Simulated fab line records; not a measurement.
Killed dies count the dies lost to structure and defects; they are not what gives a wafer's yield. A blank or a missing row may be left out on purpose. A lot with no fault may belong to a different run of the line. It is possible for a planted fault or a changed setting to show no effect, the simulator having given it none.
fab line records	flow sky130
record: lots: 14	wafers: 42	last_day: 50
route steps=708 shown PWDE@52 VT_ADJUST_PCH@149 LDD_N@244 LDD_HVN@274 PAD_OPEN@708
lots that met no fault: taken from a fault-free run of the same line
start_h: hours from the record's opening day to when the first of the lot's shown wafers began	wait_h: hours elapsed since this lot's preceding step	" unchanged from the row above	L1.1+2: a row that stands for several wafers	- no value present, or no start provided	* or withheld: withheld	< > ~ a bound
route shown NAME@n: names a module that has steps shown in the file, with the first one's number in the route	usual: the fault-free wafers' mean and standard deviation	same: alike in all rows	chamber/n: place in a boat	sites: readings site by site	_std_site: standard deviation of those values	_edge_site: mean of outer sites minus mean of inner sites	radius_mm: for every site, how far away it sits from the centre of the wafer	mask NAME#n: copy n	behind: tool/chamber where the wafer was last shaped	hold: reason for holding the lot/hours on hold/outcome of the hold	device: which transistor (n, p or np) failed to switch	end of line: tests run on the same wafers once the route is complete	step lacking rows: just its recipe	killed: at the first sort, the dies lost to defects and structure; wafer yield is something else	map: a wafer's dies, marking killed ones x, the rest . and places with no die _
set.NAME: the setting the step ran with; set.NAME@STEP: the setting that earlier step ran with	model.NAME: the simulator's own value behind a step, which no gauge read
the route's steps for a sample of lots (tables are steps, rows are wafers)
services: from which hour (start_h, from the record's first day; less than 0 if before it) a tool's chamber was out of use, for how many hours, and why
== steps ==
step: SKY_PWDE_OVL_MEAS_07
usual: PWDE_OVL: 0.5/1.5
lot.wafer	tool	chamber	start_h	wait_h	PWDE_OVL[nm]
L109.2	overlay-02	-	67.24	-	1.0
L109.3	"	-	"	"	1.6
L109.4	"	-	"	"	1.2
L111.1	overlay-02	-	80.63	-	-1.3
L111.3	"	-	"	"	1.0
L111.5	"	-	"	"	-1.4
L112.2	overlay-02	-	82.74	-	1.6
L112.4	"	-	"	"	2.3
L112.5	"	-	"	"	2.5
L113.1	overlay-02	-	91.03	-	-2.2
L113.3	"	-	"	"	1.3
L113.4	"	-	"	"	0.0
L115.3	overlay-01	-	106.74	-	0.0
L115.5	"	-	"	"	-0.1
L115.6	"	-	"	"	1.2
L118.3	overlay-01	-	123.09	-	0.8
L118.4	"	-	"	"	1.0
L118.6	"	-	"	"	1.0
L119.1	overlay-01	-	125.68	-	-0.4
L119.2	"	-	"	"	1.4
L119.6	"	-	"	"	1.5
L120.2	overlay-01	-	130.39	-	2.0
L120.3	"	-	"	"	1.2
L120.4	"	-	"	"	1.4
L121.1	overlay-02	-	134.53	-	-0.9
L121.5	"	-	"	"	1.2
L121.6	"	-	"	"	0.9
L127.1	overlay-01	-	172.24	-	1.1
L127.3	"	-	"	"	2.0
L127.5	"	-	"	"	0.4
L129.2	overlay-01	-	182.14	-	0.8
L129.5	"	-	"	"	1.9
L129.6	"	-	"	"	0.2
L130.2	overlay-01	-	186.59	-	-0.4
L130.3	"	-	"	"	-2.3
L130.4	"	-	"	"	-3.0
L131.3	overlay-01	-	194.23	-	0.2
L131.4	"	-	"	"	-0.9
L131.5	"	-	"	"	2.0
L132.1	overlay-01	-	212.32	-	3.7
L132.3	"	-	"	"	2.9
L132.5	"	-	"	"	2.1
step: SKY_VT_ADJUST_PCH_DEVELOP_06
recipe: wall_angle_deg: 90	developer: TMAH	develop_time_s: 60	dev_temp_c: 23
lot.wafer	tool	chamber	start_h	wait_h
L109.2+3+4	litho_track-03	0	230	-
L111.1+3+5	litho_track-03	0	237	-
L112.2+4+5	litho_track-02	0	252	-
L113.1+3+4	litho_track-02	0	255	-
L115.3+5+6	litho_track-02	0	278	-
L118.3+4+6	litho_track-03	0	303	-
L119.1+2+6	litho_track-03	0	303	-
L120.2+3+4	litho_track-03	0	306	-
L121.1+5+6	litho_track-03	0	310	-
L127.1+3+5	litho_track-04	0	365	-
L129.2+5+6	litho_track-03	0	385	-
L130.2+3+4	litho_track-03	0	388	-
L131.3+4+5	litho_track-02	0	390	-
L132.1+3+5	litho_track-03	0	413	-
step: SKY_VT_ADJUST_PCH_OVL_MEAS_07
usual: VT_ADJUST_PCH_OVL: 0.6/1.4
lot.wafer	tool	chamber	start_h	wait_h	VT_ADJUST_PCH_OVL[nm]
L109.2	overlay-01	-	230.89	-	-0.5
L109.3	"	-	"	"	0.9
L109.4	"	-	"	"	-2.1
L111.1	overlay-02	-	237.29	-	-0.8
L111.3	"	-	"	"	0.6
L111.5	"	-	"	"	1.4
L112.2	overlay-01	-	253.04	-	0.0
L112.4	"	-	"	"	-1.2
L112.5	"	-	"	"	0.2
L113.1	overlay-01	-	255.68	-	1.0
L113.3	"	-	"	"	3.2
L113.4	"	-	"	"	2.1
L115.3	overlay-01	-	279.09	-	3.4
L115.5	"	-	"	"	3.3
L115.6	"	-	"	"	2.6
L118.3	overlay-01	-	303.70	-	0.3
L118.4	"	-	"	"	0.8
L118.6	"	-	"	"	1.8
L119.1	overlay-02	-	304.04	-	-
L119.2	"	-	"	"	-
L119.6	"	-	"	"	-
L120.2	overlay-01	-	306.19	-	-
L120.3	"	-	"	"	-
L120.4	"	-	"	"	-
L121.1	overlay-02	-	310.74	-	-
L121.5	"	-	"	"	-
L121.6	"	-	"	"	-
L127.1	overlay-02	-	365.37	-	2.5
L127.3	"	-	"	"	2.5
L127.5	"	-	"	"	-0.4
L129.2	overlay-02	-	385.74	-	0.4
L129.5	"	-	"	"	2.3
L129.6	"	-	"	"	0.7
L130.2	overlay-01	-	388.34	-	0.3
L130.3	"	-	"	"	-1.7
L130.4	"	-	"	"	-0.6
L131.3	overlay-02	-	390.64	-	0.3
L131.4	"	-	"	"	1.4
L131.5	"	-	"	"	-0.1
L132.1	overlay-01	-	413.89	-	-0.1
L132.3	"	-	"	"	-0.9
L132.5	"	-	"	"	-1.0
step: SKY_LDD_N_OVL_MEAS_07
usual: LDD_N_OVL: -0.9/1.3
lot.wafer	tool	chamber	start_h	wait_h	LDD_N_OVL[nm]
L109.2	overlay-01	-	408.19	0.1	-2.5
L109.3	"	-	"	"	-1.6
L109.4	"	-	"	"	-1.7
L111.1	overlay-02	-	416.68	0.1	0.4
L111.3	"	-	"	"	-1.6
L111.5	"	-	"	"	-0.4
L112.2	overlay-02	-	428.49	0.1	-1.5
L112.4	"	-	"	"	-2.0
L112.5	"	-	"	"	-2.3
L113.1	overlay-01	-	436.98	0.1	0.5
L113.3	"	-	"	"	1.1
L113.4	"	-	"	"	-1.1
L115.3	overlay-02	-	466.09	0.1	-2.1
L115.5	"	-	"	"	-0.5
L115.6	"	-	"	"	-2.0
L118.3	overlay-02	-	491.94	0.1	-0.5
L118.4	"	-	"	"	-0.7
L118.6	"	-	"	"	-0.6
L120.2	overlay-02	-	496.84	0.1	-0.4
L120.3	"	-	"	"	-0.8
L120.4	"	-	"	"	0.0
L119.1	overlay-01	-	498.18	0.1	-0.6
L119.2	"	-	"	"	-1.4
L119.6	"	-	"	"	-0.5
L121.1	overlay-01	-	501.88	0.1	0.8
L121.5	"	-	"	"	-0.5
L121.6	"	-	"	"	-1.3
L127.1	overlay-01	-	561.33	0.1	-0.2
L127.3	"	-	"	"	-1.6
L127.5	"	-	"	"	-1.5
L129.2	overlay-02	-	584.44	0.1	-2.1
L129.5	"	-	"	"	-2.0
L129.6	"	-	"	"	-3.2
L130.2	overlay-02	-	586.44	0.1	-0.9
L130.3	"	-	"	"	-2.0
L130.4	"	-	"	"	-1.6
L131.3	overlay-01	-	589.19	0.1	1.3
L131.4	"	-	"	"	-0.4
L131.5	"	-	"	"	0.7
L132.1	overlay-02	-	614.38	0.1	-1.1
L132.3	"	-	"	"	-3.0
L132.5	"	-	"	"	-0.3
step: SKY_LDD_HVN_OVL_MEAS_07
usual: LDD_HVN_OVL: -1.1/1.5
lot.wafer	tool	chamber	start_h	wait_h	LDD_HVN_OVL[nm]
L109.2	overlay-02	-	471.34	0.1	-0.5
L109.3	"	-	"	"	-2.4
L109.4	"	-	"	"	-0.1
L111.1	overlay-01	-	478.74	0.1	-0.8
L111.3	"	-	"	"	0.4
L111.5	"	-	"	"	-0.2
L112.2	overlay-01	-	492.04	0.1	1.1
L112.4	"	-	"	"	0.4
L112.5	"	-	"	"	-0.2
L113.1	overlay-02	-	499.84	0.1	-0.6
L113.3	"	-	"	"	-0.6
L113.4	"	-	"	"	-1.2
L115.3	overlay-02	-	529.45	0.1	-0.1
L115.5	"	-	"	"	-3.2
L115.6	"	-	"	"	0.4
L118.3	overlay-01	-	554.05	0.1	-0.4
L118.4	"	-	"	"	-1.0
L118.6	"	-	"	"	-1.8
L120.2	overlay-01	-	558.64	0.1	0.3
L120.3	"	-	"	"	0.7
L120.4	"	-	"	"	0.3
L119.1	overlay-01	-	560.08	0.1	-0.4
L119.2	"	-	"	"	-4.0
L119.6	"	-	"	"	-0.3
L121.1	overlay-01	-	562.93	0.1	2.4
L121.5	"	-	"	"	-0.4
L121.6	"	-	"	"	0.4
L127.1	overlay-01	-	622.19	0.1	-1.5
L127.3	"	-	"	"	-1.0
L127.5	"	-	"	"	-2.5
L129.2	overlay-02	-	642.07	0.1	-1.2
L129.5	"	-	"	"	0.0
L129.6	"	-	"	"	-0.8
L130.2	overlay-02	-	645.64	0.1	-0.7
L130.3	"	-	"	"	-2.4
L130.4	"	-	"	"	-0.9
L131.3	overlay-02	-	648.40	0.1	-1.9
L131.4	"	-	"	"	-3.8
L131.5	"	-	"	"	-2.4
L132.1	overlay-01	-	671.78	0.1	0.3
L132.3	"	-	"	"	0.6
L132.5	"	-	"	"	0.5
step: SKY_PAD_OPEN_PROBE_99
usual: killed_at_M0_to_M3: 43/6.3	killed_at_M4_up: 3.3/1.7	killed_at_contacts: 24/5.4	killed_at_front_end: 16/4.6	killed_at_other: 0.4/0.7	killed_dies: 87/9.4	killed_on_rim: 17/3.9	killed_open: 47/6.9	killed_short: 39/6.1
same: gross_dies: 492	killed_at_back_side: 0
lot.wafer	tool	chamber	start_h	wait_h	killed_at_M0_to_M3	killed_at_M4_up	killed_at_contacts	killed_at_front_end	killed_at_other	killed_dies	killed_on_rim	killed_open	killed_short
L120.2	prober-01	-	1138.09	0.1	34	3	21	434	0	492	96	40	30
L120.3	prober-01	-	1138.14	0.2	52	3	21	414	2	492	96	46	41
L120.4	prober-01	-	1138.19	0.2	50	5	25	410	2	492	96	55	45
L119.1	prober-02	-	1140.31	0.1	42	1	22	426	1	492	96	49	40
L119.2	prober-02	-	1140.36	0.1	40	2	28	420	2	492	96	56	37
L119.6	prober-02	-	1140.56	0.2	43	4	28	415	2	492	96	44	43
L121.1	prober-01	-	1144.28	0.1	50	3	20	419	0	492	96	52	40
L121.5	prober-01	-	1144.48	0.2	41	7	15	429	0	492	96	40	44
L121.6	prober-01	-	1144.53	0.2	43	1	23	424	1	492	96	47	40
killed by level:class
L120.2 VT_ADJUST_PCH:area_develop=422 CONTACT:geometric_particle:open=9 LI_CONTACT:geometric_particle:open=7 METAL1:geometric_particle:short=7 VIA1:geometric_particle:open=5 FIELD_ISO:geometric_particle:short=4 METAL1:geometric_particle:open=4 VIA2:geometric_particle:open=4
L120.3 VT_ADJUST_PCH:area_develop=403 VIA2:geometric_particle:open=9 METAL1:geometric_particle:short=8 VIA3:geometric_particle:open=8 CONTACT:geometric_particle:open=7 VIA1:geometric_particle:open=7 VIA1:geometric_particle:short=6 CONTACT:geometric_particle:short=5
L120.4 VT_ADJUST_PCH:area_develop=391 CONTACT:geometric_particle:open=10 VIA1:geometric_particle:open=10 VIA1:geometric_particle:short=7 VIA3:geometric_particle:open=7 LI_CONTACT:geometric_particle:open=6 VIA2:geometric_particle:open=6 FIELD_ISO:geometric_particle:short=5
L119.1 VT_ADJUST_PCH:area_develop=402 VIA1:geometric_particle:open=11 CONTACT:geometric_particle:open=8 POLY_GATE:geometric_particle:short=7 FIELD_ISO:geometric_particle:open=6 LI_CONTACT:geometric_particle:open=6 METAL1:geometric_particle:short=6 VIA2:geometric_particle:open=6
L119.2 VT_ADJUST_PCH:area_develop=398 VIA2:geometric_particle:open=11 LI_CONTACT:geometric_particle:open=10 VIA3:geometric_particle:open=9 CONTACT:geometric_particle:open=8 VIA1:geometric_particle:open=8 FIELD_ISO:geometric_particle:short=5 POLY_GATE:geometric_particle:short=5
L119.6 VT_ADJUST_PCH:area_develop=402 CONTACT:geometric_particle:open=11 LOCAL_INTERCONNECT:geometric_particle:short=7 LI_CONTACT:geometric_particle:open=7 VIA1:geometric_particle:short=7 VIA2:geometric_particle:open=7 VIA1:geometric_particle:open=6 FIELD_ISO:geometric_particle:open=5
L121.1 VT_ADJUST_PCH:area_develop=400 VIA1:geometric_particle:open=12 METAL2:geometric_particle:short=9 CONTACT:geometric_particle:open=8 VIA2:geometric_particle:open=8 VIA3:geometric_particle:open=6 FIELD_ISO:geometric_particle:short=5 POLY_GATE:geometric_particle:open=5
L121.5 VT_ADJUST_PCH:area_develop=408 METAL1:geometric_particle:short=8 VIA1:geometric_particle:open=7 POLY_GATE:geometric_particle:short=6 VIA1:geometric_particle:short=6 METAL2:geometric_particle:short=6 VIA3:geometric_particle:open=5 LI_CONTACT:geometric_particle:open=5
L121.6 VT_ADJUST_PCH:area_develop=405 CONTACT:geometric_particle:open=11 VIA1:geometric_particle:open=7 FIELD_ISO:geometric_particle:open=7 VIA3:geometric_particle:open=7 METAL2:geometric_particle:short=7 FIELD_ISO:geometric_particle:short=5 POLY_GATE:geometric_particle:open=5
== services ==
tool	chamber	start_h	hours	kind
litho_track-02	-	240.15	-	consumable_replace:filter
== key ==
first_sign: step: SKY_VT_ADJUST_PCH_OVL_MEAS_07	reading: VT_ADJUST_PCH_OVL	direction: missing
effect: step: SKY_PAD_OPEN_PROBE_99	reading: killed_at_front_end	direction: up	sigmas: 88	usual: 16	struck: 421
more_kills_born_at: SKY_VT_ADJUST_PCH_DEVELOP_06@litho_track-03: 3631
met_at SKY_VT_ADJUST_PCH_DEVELOP_06
struck_lots L119,L120,L121
tester_left_out L119,L120,L121
not_acting_at SKY_PWDE_OVL_MEAS_07,SKY_LDD_N_OVL_MEAS_07,SKY_LDD_HVN_OVL_MEAS_07
fault: kind: process_parameter_drift	tool: litho_track-03	chamber: -	onset_h: 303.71	steps: SKY_VT_ADJUST_PCH_DEVELOP_06	channel: develop_time_s	offset: *	shape: step	end_h: 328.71	acts_in: *	stated: *
tester_left_out: of these lots the tester's yield and bins aren't shown, on N5 and GAA mostly nor the transistor test; their killed dies are dies lost to structure and defects alone, not to doping, threshold or leakage, so they don't give the yield
